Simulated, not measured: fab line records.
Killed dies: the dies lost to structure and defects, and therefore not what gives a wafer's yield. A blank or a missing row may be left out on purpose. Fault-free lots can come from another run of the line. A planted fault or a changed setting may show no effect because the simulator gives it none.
Chamber matching | flow gf180mcu | GF_SAB_ETCH_11 on rieDiel-03: 4 sister chambers
The step etches SiO2 in C4F8/O2/Ar, target depth 55 nm, time 8.5 s. 8 wafers are shown with their chamber, then 7 later ones without.

== WAFERS WITH THEIR CHAMBER ==
wafer  | chamber | rfFwdPowerW (W) | biasW (W)
L335.6 | 2       | 1477            | 1200
L339.3 | 3       | 1465            | 1204
L340.5 | 1       | 1468            | 1200
L348.4 | 0       | 1473            | 1205
L348.5 | 0       | 1467            | 1202
L348.6 | 1       | 1469            | 1202
L351.1 | 3       | 1467            | 1203
L351.3 | 2       | 1486            | 1199

== WAFERS WHOSE CHAMBER IS MISSING ==
wafer  | rfFwdPowerW (W) | biasW (W)
L351.4 | 1466            | 1199
L352.1 | 1471            | 1200
L352.3 | 1468            | 1199
L352.4 | 1481            | 1201
L355.1 | 1459            | 1195
L355.5 | 1473            | 1199
L355.6 | 1479            | 1203

== WHICH CHAMBER EACH WENT THROUGH ==
wafer  | from the rows above               | in truth
L351.4 | can't be placed: 1 or 3 or 0      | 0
L352.1 | can't be placed: 1 or 0 or 2 or 3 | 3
L352.3 | can't be placed: 1 or 0 or 3      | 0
L352.4 | 2                                 | 2
L355.1 | can't be placed: 1 or 3 or 2 or 0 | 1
L355.5 | can't be placed: 1 or 2 or 0 or 3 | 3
L355.6 | can't be placed: 0 or 2 or 1 or 3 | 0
Correct placement for 1 of the 7. From these rows, 6 cannot be placed; in 6 the true chamber is one of the candidates. 0 placed wrongly.
How it was worked out, from the rows above alone: a wafer's distance from a chamber is the root of the sum, over the readings, of the square of ((its reading less the chamber's mean) divided by the reading's scatter). The wafer belongs to the nearest chamber; if the next one is less than 2 further off, it can't be placed. For every chamber, the mean is computed from those of its wafers that are shown. The scatter: take each reading less its chamber's mean, square it, sum over the shown wafers, divide by the number of wafers less the number of chambers, and take the root.
